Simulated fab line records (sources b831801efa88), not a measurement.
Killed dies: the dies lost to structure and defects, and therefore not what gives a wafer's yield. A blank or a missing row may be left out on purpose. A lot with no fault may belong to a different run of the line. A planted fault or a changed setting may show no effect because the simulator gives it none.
fab line records	flow sfq_line
[record] lots = 7	wafers = 21	last_day = 91
route steps=325 shown I3@137 M4@148
lots that met no fault: taken from a fault-free run of the same line
start_h: hours from the record's first day to the start of the lot's first wafer shown	wait_h: hours elapsed since this lot's preceding step	" the same as in the row above	L1.1+2: one row covering several wafers at once	- either no value or no given start	* or withheld: withheld	< > ~ a bound
route shown NAME@n: a module of which the file shows steps, and the number in the route of the first	usual: mean/standard deviation taken from wafers without a fault	same: alike in all rows	chamber/n: place in a boat	sites: the reading at each site	_std_site: the standard deviation of these	_edge_site: outer sites' mean less inner sites'	radius_mm: for every site, how far away it sits from the centre of the wafer	mask NAME#n: copy n	behind: the tool/chamber that last shaped the wafer	hold: the reason the lot was held/the length of the hold in hours/how it ended	device: the n, p or np transistor that did not switch	end of line: the route-end tests of the same wafers	a step with no rows: only its recipe	killed: at the first sort, the dies lost to defects and structure; wafer yield is something else	map: dies across one wafer; x = killed, . = not, _ = none there
set.NAME: setting as actually run; set.NAME@STEP: the setting as run at that earlier step	model.NAME: the simulator's own value behind a step, which no gauge read
certain route steps with their lots: each step a table, each wafer a row
services: when a tool's chamber went out of use (start_h, in hours from the record's first day, below 0 if earlier), for how many hours, and the reason
[[steps]]
[step SFQ_TRILAYER_I3_VIA_LITHO_COAT_090]
[recipe] resist = BARC	spin_rpm = 3000	resist_thk_nm = 62
[step SFQ_TRILAYER_I3_VIA_LITHO_COAT_085]
[recipe] resist = KrF	spin_rpm = 3000	resist_thk_nm = 650
[step SFQ_TRILAYER_I3_VIA_LITHO_SOFTBAKE_089]
[recipe] temp_c = withheld	time_s = withheld	resist = KrF
[step SFQ_TRILAYER_I3_VIA_LITHO_EXPOSE_086]
[recipe] mask_id = I3	na = 0.6	source_shape = conventional	sigma_outer = 0.65	target_cd_nm = 500	dose_mj = 21.3
[step SFQ_TRILAYER_I3_VIA_LITHO_PEB_088]
[recipe] peb_temp_c = 115	peb_time_s = 60	resist = KrF
[step SFQ_TRILAYER_I3_VIA_LITHO_DEVELOP_087]
[recipe] time_s = 60	resist = KrF
[step SFQ_I3_OVL_MEAS_923]
[usual] I3_OVL = 1/3.6
lot.wafer	tool	chamber	start_h	wait_h	I3_OVL[nm]
L884.4	overlay-01	-	1021.58	0.1	0
L884.5	"	-	"	"	3
L884.6	"	-	"	"	-1
L885.4	overlay-02	-	1036.23	0.1	-6
L885.5	"	-	"	"	2
L885.6	"	-	"	"	-1
L886.2	overlay-01	-	1039.82	0.1	1
L886.3	"	-	"	"	1
L886.6	"	-	"	"	1
L889.1	overlay-02	-	1060.21	0.1	-6
L889.3	"	-	"	"	-4
L889.6	"	-	"	"	2
L896.1	overlay-02	-	1147.80	0.1	-1
L896.2	"	-	"	"	-1
L896.5	"	-	"	"	4
L899.1	overlay-01	-	1159.72	0.1	-3
L899.3	"	-	"	"	2
L899.5	"	-	"	"	4
L902.1	overlay-02	-	1170.52	0.1	-2
L902.2	"	-	"	"	-2
L902.4	"	-	"	"	-2
[step SFQ_TRILAYER_I3_VIA_BARC_OPEN_VIA_ETCH_121]
[recipe] mask_material = PR	chemistry = O2	target_depth_nm = 125	target = BARC	source_w = 500	bias_w = 80	pressure_mtorr = 30	time_s = 41.7
[usual] drypump_motor_current_A = 5.9/0.43	oes_product_au = 0.685/0.0041
lot.wafer	tool	chamber	start_h	wait_h	drypump_motor_current_A	oes_product_au	rf_hours_counter_h
L884.4	rie_diel-04	2	1021.60	0.0	6.0	0.673	8
L884.5	"	0	"	"	6.0	0.691	-
L884.6	"	3	"	"	5.4	0.680	-
L885.4	rie_diel-02	3	1036.25	0.0	6.0	0.682	11
L885.5	"	3	"	"	6.0	0.679	-
L885.6	"	0	"	"	5.0	0.683	-
L886.2	rie_diel-03	0	1039.85	0.0	6.5	0.677	6
L886.3	"	3	"	"	5.8	0.682	14
L886.6	"	1	"	"	6.0	0.678	-
L889.1	rie_diel-04	1	1060.25	0.0	6.0	0.689	2
L889.3	"	0	"	"	6.0	0.686	11
L889.6	"	1	"	"	6.0	0.687	-
L896.1	rie_diel-02	2	1147.84	0.0	6.5	0.682	11
L896.2	"	3	"	"	6.0	0.679	13
L896.5	"	1	"	"	5.7	0.683	-
L899.1	rie_diel-02	3	1159.76	0.0	6.0	0.689	13
L899.3	"	2	"	"	6.5	0.688	11
L899.5	"	2	"	"	6.5	0.684	-
L902.1	rie_diel-03	1	1170.56	0.0	6.0	0.683	6
L902.2	"	2	"	"	5.4	0.683	2
L902.4	"	0	"	"	6.4	0.688	8
[step SFQ_TRILAYER_I3_VIA_ETCH_VIA_ETCH_088]
[recipe] target = SiO2	stop_on = Nb	mask_material = PR	taper_deg = 20	chemistry = CHF3	target_depth_nm = 260	source_w = 500	bias_w = 80	pressure_mtorr = 30	time_s = withheld
[usual] drypump_motor_current_A = 5.9/0.42	oes_product_au = 0.854/0.0052
lot.wafer	tool	chamber	start_h	wait_h	drypump_motor_current_A	oes_product_au
L884.4	rie_diel-04	2	1021.64	0.0	6.0	0.855
L884.5	"	0	"	"	6.0	0.851
L884.6	"	3	"	"	5.4	0.849
L885.4	rie_diel-02	3	1036.29	0.0	6.0	0.855
L885.5	"	3	"	"	6.0	0.840
L885.6	"	0	"	"	5.1	0.849
L886.2	rie_diel-03	0	1039.89	0.0	6.5	0.848
L886.3	"	3	"	"	5.7	0.856
L886.6	"	1	"	"	6.0	0.858
L889.1	rie_diel-04	1	1060.29	0.0	6.0	0.851
L889.3	"	0	"	"	6.0	0.855
L889.6	"	1	"	"	5.9	0.849
L896.1	rie_diel-02	2	1147.88	0.0	6.5	0.857
L896.2	"	3	"	"	6.0	0.857
L896.5	"	1	"	"	5.7	0.850
L899.1	rie_diel-02	3	1159.80	0.0	6.1	0.852
L899.3	"	2	"	"	6.5	0.856
L899.5	"	2	"	"	6.5	0.845
L902.1	rie_diel-03	1	1170.60	0.0	6.0	0.848
L902.2	"	2	"	"	5.4	0.846
L902.4	"	0	"	"	6.4	0.846
[step SFQ_TRILAYER_I3_VIA_STRIP_STRIP_089]
[recipe] gas = O2	power_w = 200	platen_temp_c = 40	overash_fraction = 0.65	chemistry = O2	pressure_mtorr = 50
[usual] drypump_motor_current_A = 5.5/0.52	oes_product_au = 0.997/0.0095	platen_temp_c = 39.98/0.1
lot.wafer	tool	chamber	start_h	wait_h	drypump_motor_current_A	oes_product_au	platen_temp_c	rf_hours_counter_h
L884.4	rie_metal-01	1	1022.35	-	5.7	1.001	40.08	-
L884.5	"	1	"	"	5.8	1.014	39.97	-
L884.6	"	1	"	"	5.8	1.005	39.95	-
L885.4	rie_metal-03	0	1036.60	-	5.0	0.989	39.96	-
L885.5	"	1	"	"	6.3	1.015	39.95	-
L885.6	"	0	"	"	5.0	0.991	40.24	-
L886.2	rie_metal-03	1	1040.00	-	6.2	1.004	40.04	18
L886.3	"	0	"	"	4.9	0.995	39.94	-
L886.6	"	1	"	"	6.2	1.001	40.04	-
L889.1	rie_metal-04	1	1060.40	-	5.0	1.010	39.84	16
L889.3	"	1	"	"	4.9	1.010	39.96	-
L889.6	"	0	"	"	5.4	1.007	39.82	-
L896.1	rie_metal-03	1	1147.99	-	6.2	1.010	40.04	33
L896.2	"	0	"	"	5.0	0.980	40.03	72
L896.5	"	0	"	"	5.0	0.977	40.18	-
L899.1	rie_metal-04	0	1159.91	-	5.4	1.002	39.98	125
L899.3	"	0	"	"	5.4	0.989	40.09	-
L899.5	"	1	"	"	4.9	0.999	40.04	-
L902.1	rie_metal-04	0	1170.71	-	5.4	0.997	39.98	127
L902.2	"	1	"	"	4.9	0.987	40.02	30
L902.4	"	1	"	"	4.9	0.994	39.92	-
[step SFQ_TRILAYER_I3_VIA_STRIP_SOLV_CLEAN_090]
[recipe] chemistry = NMP	temp_c = 70	time_s = 600
[step SFQ_TRILAYER_M4_DEP_PRE_CLEAN_092]
[recipe] gas = Ar	time_s = 22.5	bias_v = 250
[step SFQ_TRILAYER_M4_DEP_SPUTTER_091]
[recipe] material = Nb	base_pressure_pa = 1.33e-06	chamber_pressure_pa = 0.1333	substrate_temp_c = 20	resputter_cathode_voltage_v = 400	target_thk_nm = 200	power_w = 2000	time_s = 133.3
[usual] cathode_dc_power_W = 2000.0/0.34	resputter_cathode_voltage_v = 399/3.7	throttle_valve_pct = 30.3/1
lot.wafer	tool	chamber	start_h	wait_h	cathode_dc_power_W	resputter_cathode_voltage_v	throttle_valve_pct
L884.4	pvd_sputter-04	-	1023.15	0.0	1999.8	398	29.7
L884.5	"	-	"	"	2000.2	395	29.7
L884.6	"	-	"	"	2000.0	391	31.3
L884.4	pvd_sputter-04	-	1023.41	0.2	1999.8	396	29.8
L884.5	"	-	"	"	1999.6	396	29.6
L884.6	"	-	"	"	2000.2	399	31.3
L885.4	pvd_sputter-05	-	1037.20	0.0	2000.1	402	30.2
L885.5	"	-	"	"	1999.9	403	31.2
L885.6	"	-	"	"	1999.8	396	30.1
L885.4	pvd_sputter-05	-	1037.46	0.2	1999.1	399	30.3
L885.5	"	-	"	"	1999.6	398	30.8
L885.6	"	-	"	"	1999.4	403	30.2
L886.2	pvd_sputter-05	-	1040.80	0.0	1999.7	400	31.9
L886.3	"	-	"	"	2000.1	401	29.6
L886.6	"	-	"	"	1999.4	396	30.6
L886.2	pvd_sputter-05	-	1041.06	0.2	2000.0	397	31.9
L886.3	"	-	"	"	1999.3	405	29.2
L886.6	"	-	"	"	2000.0	397	30.4
L889.1	pvd_sputter-06	-	1061.20	0.0	1999.8	403	28.6
L889.3	"	-	"	"	2000.3	395	28.6
L889.6	"	-	"	"	2000.3	402	30.6
L896.1	pvd_sputter-06	-	1148.80	0.0	2000.2	402	28.7
L896.2	"	-	"	"	1999.8	403	30.9
L896.5	"	-	"	"	2000.0	405	28.6
L899.1	pvd_sputter-05	-	1160.72	0.0	1999.6	399	31.3
L899.3	"	-	"	"	1999.5	395	29.5
L899.5	"	-	"	"	2000.2	399	30.0
L902.1	pvd_sputter-04	-	1171.52	0.0	2000.7	401	30.1
L902.2	"	-	"	"	1999.4	397	29.5
L902.4	"	-	"	"	1999.4	394	30.4
[step SFQ_M4_RS_MEAS_924]
[recipe] thk_meas_gauge = four-point-probe	reads = Nb_of_TRILAYER_M4_DEP_SPUTTER_091
[usual] M4_NB_RS = 0.890/0.011
lot.wafer	tool	chamber	start_h	wait_h	M4_NB_RS[ohm/sq]
L884.4	film_metro-02	-	1023.56	0.1	0.451
L884.5	"	-	"	"	0.448
L884.6	"	-	"	"	0.446
L885.4	film_metro-02	-	1037.61	0.1	0.442
L885.5	"	-	"	"	0.448
L885.6	"	-	"	"	0.444
L886.2	film_metro-02	-	1041.17	0.1	0.442
L886.3	"	-	"	"	0.442
L886.6	"	-	"	"	0.440
L889.1	film_metro-01	-	1061.29	0.0	0.877
L889.3	"	-	"	"	0.873
L889.6	"	-	"	"	0.890
L896.1	film_metro-02	-	1148.89	0.0	0.867
L896.2	"	-	"	"	0.879
L896.5	"	-	"	"	0.869
L899.1	film_metro-02	-	1160.81	0.0	0.907
L899.3	"	-	"	"	0.902
L899.5	"	-	"	"	0.908
L902.1	film_metro-01	-	1171.61	0.0	0.878
L902.2	"	-	"	"	0.896
L902.4	"	-	"	"	0.890
[step SFQ_TRILAYER_M4_LITHO_COAT_098]
[recipe] resist = BARC	spin_rpm = 3000	resist_thk_nm = 62
[step SFQ_TRILAYER_M4_LITHO_COAT_093]
[recipe] resist = KrF	spin_rpm = 2965	resist_thk_nm = 600
[step SFQ_TRILAYER_M4_LITHO_SOFTBAKE_097]
[recipe] temp_c = withheld	time_s = withheld	resist = KrF
[step SFQ_TRILAYER_M4_LITHO_EXPOSE_094]
[recipe] mask_id = M4	na = 0.6	source_shape = conventional	sigma_outer = 0.65	target_cd_nm = 500	dose_mj = 14.4
[step SFQ_TRILAYER_M4_LITHO_PEB_096]
[recipe] peb_temp_c = 115	peb_time_s = 60	resist = KrF
[step SFQ_TRILAYER_M4_LITHO_DEVELOP_095]
[recipe] time_s = 60	resist = KrF
[step SFQ_M4_OVL_MEAS_926]
[usual] M4_OVL = 1/5.6
lot.wafer	tool	chamber	start_h	wait_h	M4_OVL[nm]
L884.4	overlay-01	-	1164.54	0.1	6
L884.5	"	-	"	"	11
L884.6	"	-	"	"	2
L885.4	overlay-02	-	1178.94	0.1	8
L885.5	"	-	"	"	9
L885.6	"	-	"	"	16
L886.2	overlay-01	-	1184.93	0.1	-4
L886.3	"	-	"	"	-6
L886.6	"	-	"	"	-5
L889.1	overlay-01	-	1208.45	0.1	-3
L889.3	"	-	"	"	5
L889.6	"	-	"	"	5
L896.1	overlay-02	-	1285.37	0.1	-1
L896.2	"	-	"	"	0
L896.5	"	-	"	"	-2
L899.1	overlay-01	-	1301.10	0.1	2
L899.3	"	-	"	"	0
L899.5	"	-	"	"	-6
L902.1	overlay-02	-	1311.41	0.1	3
L902.2	"	-	"	"	6
L902.4	"	-	"	"	-4
[step SFQ_TRILAYER_M4_BARC_OPEN_METAL_ETCH_123]
[recipe] mask_material = PR	chemistry = O2	target_depth_nm = 125	target = BARC	icp_w = 600	bias_w = 80	pressure_mtorr = 10	time_s = 41.7
[usual] drypump_motor_current_A = 5.4/0.47	oes_product_au = 0.685/0.0046
lot.wafer	tool	chamber	start_h	wait_h	drypump_motor_current_A	oes_product_au	rf_hours_counter_h
L884.4	rie_metal-04	1	1164.58	0.0	4.9	0.685	-
L884.5	"	0	"	"	5.4	0.679	-
L884.6	"	1	"	"	4.9	0.687	-
L885.4	rie_metal-02	1	1179.02	0.1	4.8	0.689	-
L885.5	"	1	"	"	4.8	0.688	-
L885.6	"	1	"	"	4.8	0.685	-
L886.2	rie_metal-01	1	1184.96	0.0	5.8	0.682	114
L886.3	"	1	"	"	5.8	0.685	-
L886.6	"	1	"	"	5.8	0.686	-
L889.1	rie_metal-04	0	1208.48	0.0	5.4	0.685	131
L889.3	"	1	"	"	4.9	0.682	-
L889.6	"	1	"	"	4.9	0.687	-
L896.1	rie_metal-02	1	1285.41	0.0	4.8	0.685	79
L896.2	"	0	"	"	5.7	0.698	2
L896.5	"	0	"	"	5.7	0.678	-
L899.1	rie_metal-01	1	1301.13	0.0	5.8	0.680	128
L899.3	"	0	"	"	6.0	0.683	-
L899.5	"	1	"	"	5.8	0.679	-
L902.1	rie_metal-04	1	1311.44	0.0	4.9	0.690	50
L902.2	"	0	"	"	5.4	0.683	3
L902.4	"	0	"	"	5.4	0.691	-
[step SFQ_TRILAYER_M4_ETCH_METAL_ETCH_096]
[recipe] target = Nb	stop_on = SiO2	mask_material = PR	chemistry = Cl2/Ar	target_depth_nm = 240	icp_w = 600	bias_w = 80	pressure_mtorr = 10	time_s = 120
[usual] drypump_motor_current_A = 5.4/0.47	oes_product_au = 0.895/0.0075
lot.wafer	tool	chamber	start_h	wait_h	drypump_motor_current_A	oes_product_au	rf_hours_counter_h	model.etch.depth_nm	model.M4.feature_depth_nm
L884.4	rie_metal-04	1	1164.66	0.1	5.0	1.005	-	241.9	241.9
L884.5	"	0	"	"	5.4	1.002	-	243.3	243.3
L884.6	"	1	"	"	5.0	1.004	-	239.8	239.8
L885.4	rie_metal-02	1	1179.21	0.2	4.8	0.991	-	237.8	237.8
L885.5	"	1	"	"	4.8	0.991	-	235.9	235.9
L885.6	"	1	"	"	4.8	0.992	-	237.2	237.2
L886.2	rie_metal-01	1	1185.02	0.0	5.7	0.991	114	235.2	235.2
L886.3	"	1	"	"	5.8	0.984	-	235	235
L886.6	"	1	"	"	5.8	0.989	-	235.5	235.5
L889.1	rie_metal-04	0	1208.54	0.0	5.4	0.899	131	202.8	202.8
L889.3	"	1	"	"	4.9	0.899	-	203.7	203.7
L889.6	"	1	"	"	4.9	0.895	-	200.1	200.1
L896.1	rie_metal-02	1	1285.47	0.0	4.9	0.903	79	205.3	205.3
L896.2	"	0	"	"	5.7	0.905	2	202.8	202.8
L896.5	"	0	"	"	5.7	0.909	-	205	205
L899.1	rie_metal-01	1	1301.19	0.0	5.7	0.884	128	196.4	196.4
L899.3	"	0	"	"	6.0	0.884	-	197.1	197.1
L899.5	"	1	"	"	5.8	0.886	-	196	196
L902.1	rie_metal-04	1	1311.50	0.0	4.9	0.905	50	202.7	202.7
L902.2	"	0	"	"	5.4	0.886	3	198.6	198.6
L902.4	"	0	"	"	5.4	0.885	-	200.3	200.3
[step SFQ_TRILAYER_M4_STRIP_STRIP_097]
[recipe] gas = O2	power_w = 200	platen_temp_c = 40	overash_fraction = 0.65	chemistry = O2	pressure_mtorr = 50
[usual] drypump_motor_current_A = 5.4/0.46	oes_product_au = 0.996/0.0083	platen_temp_c = 40.02/0.096
lot.wafer	tool	chamber	start_h	wait_h	drypump_motor_current_A	oes_product_au	platen_temp_c	rf_hours_counter_h
L884.4	rie_metal-04	1	1164.95	0.2	4.9	0.999	40.08	-
L884.5	"	0	"	"	5.4	0.997	39.87	-
L884.6	"	1	"	"	4.9	0.996	40.12	-
L885.4	rie_metal-02	1	1179.93	0.7	4.9	1.005	39.97	-
L885.5	"	1	"	"	4.8	0.994	40.03	-
L885.6	"	1	"	"	4.8	0.997	40.00	-
L886.2	rie_metal-01	1	1185.15	0.1	5.8	0.983	39.90	114
L886.3	"	1	"	"	5.8	0.980	40.11	-
L886.6	"	1	"	"	5.8	0.980	40.14	-
L889.1	rie_metal-04	0	1208.67	0.1	5.4	0.999	39.90	131
L889.3	"	1	"	"	4.9	1.001	40.17	-
L889.6	"	1	"	"	4.9	0.992	40.16	-
L896.1	rie_metal-02	1	1285.59	0.1	4.9	0.996	40.11	79
L896.2	"	0	"	"	5.7	0.987	39.94	2
L896.5	"	0	"	"	5.7	0.999	39.93	-
L899.1	rie_metal-01	1	1301.32	0.1	5.7	0.994	39.99	128
L899.3	"	0	"	"	6.0	0.992	39.92	-
L899.5	"	1	"	"	5.8	0.990	40.16	-
L902.1	rie_metal-04	1	1311.63	0.1	4.9	1.002	40.04	51
L902.2	"	0	"	"	5.4	0.980	39.93	3
L902.4	"	0	"	"	5.4	0.994	40.25	-
[[services]]
tool	chamber	start_h	hours	kind
rie_metal-03	-	1017.68	2.8	pm
rie_diel-03	0	1029.83	9.7	repair
pvd_sputter-05	-	1054.54	3.3	repair
rie_metal-02	-	1063.43	2.8	pm
rie_metal-04	-	1065.59	0.6	repair
pvd_sputter-05	-	1085.49	3.5	repair
pvd_sputter-05	-	1102.07	10.1	repair
rie_diel-02	-	1102.92	2.2	repair
rie_diel-04	0	1105.42	16.4	repair
pvd_sputter-05	-	1106.37	10.7	repair
rie_diel-02	1	1116.58	1.9	repair
pvd_sputter-04	-	1143.61	4.1	repair
rie_metal-04	0	1145.30	4.5	repair
rie_diel-03	0	1162.52	1.5	repair
rie_metal-01	1	1168.74	9.6	repair
pvd_sputter-05	-	1169.49	2.7	repair
rie_metal-02	0	1177.78	2.8	repair
rie_diel-02	-	1177.96	15.6	pm
rie_diel-04	-	1194.60	4.3	pm
rie_metal-02	1	1213.46	10.4	repair
rie_diel-04	0	1218.36	7.2	repair
pvd_sputter-05	-	1228.38	1.0	repair
pvd_sputter-05	-	1257.82	2.6	repair
rie_diel-02	-	1305.52	14.6	pm
[[key]]
[first_sign] step = SFQ_TRILAYER_M4_DEP_SPUTTER_091	reading = visit	direction = added
[effect] step = SFQ_M4_RS_MEAS_924	reading = M4_NB_RS	direction = down	sigmas = 40	usual = 0.890	struck = 0.445
[effect] step = SFQ_TRILAYER_M4_ETCH_METAL_ETCH_096	reading = oes_product_au	direction = up	sigmas = 13	usual = 0.895	struck = 0.994
[model_effect] step = SFQ_TRILAYER_M4_ETCH_METAL_ETCH_096	value = etch.depth_nm	without = 199	struck = 238
met_at SFQ_TRILAYER_M4_DEP_SPUTTER_091
struck_wafers L884.4,L884.5,L884.6,L885.4,L885.5,L885.6,L886.2,L886.3,L886.6
[fault] kind = repeated_step_whole	tool = pvd_sputter-04,pvd_sputter-05,pvd_sputter-06	chamber = -	onset_h = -	steps = SFQ_TRILAYER_M4_DEP_SPUTTER_091	times = 1	scope = struck_lots_only
